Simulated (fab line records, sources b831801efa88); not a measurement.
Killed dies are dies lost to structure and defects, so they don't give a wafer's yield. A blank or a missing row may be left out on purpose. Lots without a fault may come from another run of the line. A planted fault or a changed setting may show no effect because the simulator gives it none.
A struck lot beside a sound one | flow gf180mcu | 15 steps out of a route of 602
Sound: wafers L355.3, L355.4, L355.6. Struck: wafers L364.3, L364.4, L364.5. The cause comes at the end.
At each step with rows: each side's tool, then ch and its chambers, then its first start. Under that, the readings that differ: sound wafers | struck wafers | difference of the means | sigmas: that difference in standard deviations of wafers without a fault.
alike: readings whose means differ by less than 2 such deviations, and words and numbers that are the same on both sides. not compared: withheld readings, readings that some wafer has no value for, bounds like >300 that may hide the same value, and numbers for which the record gives no deviation and whose values overlap.
The two part at a step that has a row with sigmas, a row that says differs or no value, or rows on one side only. Numbers that don't overlap but have no deviation are shown without sigmas and don't part them. A reading that every wafer of one side lacks parts them only if that side has two wafers or more.

GF_V1_BOW_MEAS_05:
  sound on film_metro-03, day 19 04:45; struck on film_metro-03, day 22 09:24
  alike: V1_BOW
then, 8 steps without rows for these wafers: GF_V1_DEHYDRATE_06 (time 60 s); GF_V1_HMDS_07 (prime time 60 s); GF_V1_COAT_08; GF_V1_COAT_09 (resist thk 1000 nm); GF_V1_SOFTBAKE_10 (time 60 s); GF_V1_EXPOSE_11 (exposes mask Via1, target cd 260 nm); GF_V1_PEB_12 (peb time 90 s); GF_V1_DEVELOP_13 (develop time 60 s).
GF_V1_CD_MEAS_14: target cd 260 nm.
  sound on cd_sem-02, day 20 05:05; struck on cd_sem-02, day 23 09:15
  alike: cd_nm
GF_V1_OVL_MEAS_15:
  sound on overlay-02, day 20 05:10; struck on overlay-01, day 23 09:20
  alike: V1_OVL
GF_V1_ETCH_16: etches BARC in N2/H2.
  sound on rie_diel-03 ch 1,3, day 20 05:11; struck on rie_diel-02 ch 0,2,3, day 23 09:22
  alike: bias_w, drypump_motor_current_A, oes_product_au, throttle_valve_pct
GF_V1_ETCH_17: etches SiO2 in C4F8/O2/Ar, stops on TiN, target depth 630 nm.
  sound on rie_diel-03 ch 1,3, day 20 05:00; struck on rie_diel-02 ch 0,2,3, day 23 09:00
  reading                                | sound            | struck            | difference | sigmas
  bias_w (W)                             | 1202 1206 1202   | 1322 1326 1322    | +120       | +36
  model.TiN_of_M1_SPUTTER_04.thk_nm (nm) | 49.6 49.55 49.41 | 48.24 47.15 47.88 | -1.76      |
  alike: oes_product_au
GF_V1_STRIP_18: strips in O2/N2.
  sound on plasma_asher-04 ch 0,1, day 20 05:22; struck on plasma_asher-03 ch 0,1, day 23 09:32
  reading                     | sound          | struck         | difference | sigmas
  drypump_motor_current_A (A) | 6.20 6.11 6.09 | 5.68 5.98 5.69 | -0.35      | -3
  alike: heater_power_w, oes_product_au
  not compared: rf_hours_counter_h
-- the record jumps here: 10 days lie between the struck wafers' starts before and after (it left off in module V1 and takes up again in module PASSIVATION, whose first step shown is number 602 of the route) --
GF_PASSIVATION_PROBE_99:
  the record has rows for the struck wafers here (prober-02, day 33 01:04) and none for the sound ones

WHERE THEY PART
First at GF_V1_ETCH_17; last, within this record, at GF_PASSIVATION_PROBE_99.

WHY: what the simulator had put in
Process parameter drift: rie_diel-02, from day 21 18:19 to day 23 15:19, at GF_V1_ETCH_17. Setting bias_w, moved by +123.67, from 1200. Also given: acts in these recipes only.
